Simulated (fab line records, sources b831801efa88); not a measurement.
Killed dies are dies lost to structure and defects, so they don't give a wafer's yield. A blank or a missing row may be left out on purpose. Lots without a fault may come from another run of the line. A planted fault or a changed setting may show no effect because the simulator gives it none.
One fault seen from 2 desks | flow sky130 | each desk has only its own numbers; what lay behind them comes last

THE TOOL OWNER'S DESK: wet_bench-04
The tool's own readings at SKY_FIELD_ISO_WET_ETCH_18 (etches Si3N4 in H3PO4, target depth 25 nm, time 286 s): means of the sampled wafers that have a number, for each lot that ran on this tool. A lot is out of limits, marked OUT, if its mean lies more than 4 standard deviations from the usual mean; the brackets give that distance.
Columns: A = run_length_s at SKY_FIELD_ISO_WET_ETCH_18, usual 314 s
lot  | first seen here | A
L923 | day 2 09:10     | 321
L932 | day 4 04:10     | 139 (-51) OUT
This desk's finding: out of limits on L932; first on L932, day 4 04:10 (run_length_s at SKY_FIELD_ISO_WET_ETCH_18). In limits: L923.

THE METROLOGY DESK
What the gauges read, lot by lot, whatever tool the lot ran on: means of the sampled wafers that have a number. A lot is out of limits, marked OUT, if its mean lies more than 4 standard deviations from the usual mean; the brackets give that distance.
Columns: A = cd_nm at SKY_FIELD_ISO_CD_MEAS_13, usual 149.8 nm; B = FIELD_ISO_OXIDATION_01_THK at SKY_FIELD_ISO_THK_MEAS_23, usual 9.95 nm; C = FIELD_ISO_CVD_24_THK at SKY_FIELD_ISO_THK_MEAS_25, usual 594 nm
lot  | first seen here | A     | B     | C
L923 | day 2 08:46     | 149.5 | 9.73  | 589
L932 | day 4 03:46     | 149.0 | 9.94  | 592
L939 | day 5 14:51     | 149.5 | 9.98  | 592
L941 | day 6 02:58     | 148.7 | 10.06 | 595
L946 | day 7 06:59     | 149.8 | 9.65  | 591
This desk's finding: nothing out of limits on any of the 5 lots.

PUT TOGETHER
The tool owner's desk could have raised an alarm at day 4 04:10, on L932.
The metrology desk saw nothing out of limits.
The metrology desk has L932 on record, within its limits.
Of the lots named, all ran SKY_FIELD_ISO_WET_ETCH_18 on wet_bench-04.

WHAT THE SIMULATOR HAD PUT IN
Process parameter drift: wet_bench-04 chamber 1, from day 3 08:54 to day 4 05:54, at SKY_FIELD_ISO_WET_ETCH_18. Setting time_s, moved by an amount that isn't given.
Lots struck among those shown: L932.
Hours from the fault's start to each desk's first reading out of limits: the tool owner's desk, 19.
